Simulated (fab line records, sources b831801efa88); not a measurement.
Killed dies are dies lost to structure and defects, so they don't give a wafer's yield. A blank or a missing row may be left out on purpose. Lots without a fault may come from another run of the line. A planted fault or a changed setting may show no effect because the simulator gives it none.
A struck lot beside a sound one | flow sfq_line | 14 steps out of a route of 325
Sound: wafers L623.1, L623.3, L623.4. Struck: wafer L621.6. (L621.2, L621.4 of the same lot were not struck and are left out.) The cause comes at the end.
At each step with rows: each side's tool, then ch and its chambers, then its first start. Under that, the readings that differ: sound wafers | struck wafers | difference of the means | sigmas: that difference in standard deviations of wafers without a fault.
alike: readings whose means differ by less than 2 such deviations, and words and numbers that are the same on both sides. not compared: withheld readings, readings that some wafer has no value for, bounds like >300 that may hide the same value, and numbers for which the record gives no deviation and whose values overlap.
The two part at a step that has a row with sigmas, a row that says differs or no value, or rows on one side only. Numbers that don't overlap but have no deviation are shown without sigmas and don't part them. A reading that every wafer of one side lacks parts them only if that side has two wafers or more.

first, 6 steps without rows for these wafers: SFQ_TRILAYER_M0_LITHO_COAT_026 (resist thk 62 nm); SFQ_TRILAYER_M0_LITHO_COAT_021 (resist thk 600 nm); SFQ_TRILAYER_M0_LITHO_SOFTBAKE_025; SFQ_TRILAYER_M0_LITHO_EXPOSE_022 (exposes mask M0, target cd 500 nm); SFQ_TRILAYER_M0_LITHO_PEB_024 (peb time 60 s); SFQ_TRILAYER_M0_LITHO_DEVELOP_023 (time 60 s).
SFQ_M0_OVL_MEAS_906:
  sound on overlay-01, day 15 09:59; struck on overlay-01, day 14 12:23
  reading     | sound   | struck | difference | sigmas
  M0_OVL (nm) | -5 -7 0 | 11     | +15        | +3
SFQ_TRILAYER_M0_BARC_OPEN_METAL_ETCH_031: etches BARC in O2, target depth 125 nm, time 41.7 s.
  sound on rie_metal-03 ch 0,1, day 15 10:01; struck on rie_metal-03 ch 0, day 14 12:26
  reading               | sound             | struck | difference | sigmas
  oes_product_au (a.u.) | 0.681 0.685 0.692 | 0.698  | +0.012     | +2
  alike: drypump_motor_current_A, rf_fwd_power_W
  not compared: rf_hours_counter_h
SFQ_TRILAYER_M0_ETCH_METAL_ETCH_024: etches Nb in Cl2/Ar, stops on SiO2, target depth 240 nm, time 120 s.
  sound on rie_metal-03 ch 0,1, day 15 10:05; struck on rie_metal-03 ch 0, day 14 12:35
  alike: drypump_motor_current_A, oes_product_au, rf_fwd_power_W
  not compared: rf_hours_counter_h
SFQ_TRILAYER_M0_STRIP_STRIP_025: strips in O2.
  sound on rie_metal-03 ch 0,1, day 15 10:12; struck on rie_metal-03 ch 0, day 14 12:59
  alike: drypump_motor_current_A, oes_product_au
  not compared: rf_hours_counter_h
then, 1 step without rows for these wafers: SFQ_TRILAYER_M0_STRIP_SOLV_CLEAN_026 (cleans in NMP, time 600 s).
SFQ_TRILAYER_I0_DEP_PECVD_027: deposits SiO2 from SiH4/N2O, time 111.11 s, target thk 500 nm.
  sound on pecvd-01 ch 0,1, day 15 10:59; struck on pecvd-04 ch 1, day 14 14:10
  reading            | sound    | struck | difference | sigmas
  heater_power_w (W) | 83 98 82 | 69     | -19        | -2
  alike: rf_fwd_power_W, throttle_valve_pct
SFQ_TRILAYER_I0_CMP_CMP_028: polishes SiO2.
  sound on cmp-02 ch 0,1,3, day 15 17:15; struck on cmp-01 ch 0, day 14 18:23
  reading                 | sound             | struck | difference | sigmas
  head_pressure_psi (psi) | 3.003 3.012 3.003 | 2.991  | -0.015     | -2
  time_to_endpoint_s (s)  | 225 221 219       | 117    | -105       | -13
  alike: motor_current_A
SFQ_I0_BOW_MEAS_907:
  sound on film_metro-01, day 15 19:45; struck on film_metro-01, day 14 18:54
  reading     | sound | struck | difference | sigmas
  I0_BOW (um) | 1 9 4 | -9     | -14        | -2

WHERE THEY PART
First at SFQ_M0_OVL_MEAS_906; last, within this record, at SFQ_I0_BOW_MEAS_907.

WHY: what the simulator had put in
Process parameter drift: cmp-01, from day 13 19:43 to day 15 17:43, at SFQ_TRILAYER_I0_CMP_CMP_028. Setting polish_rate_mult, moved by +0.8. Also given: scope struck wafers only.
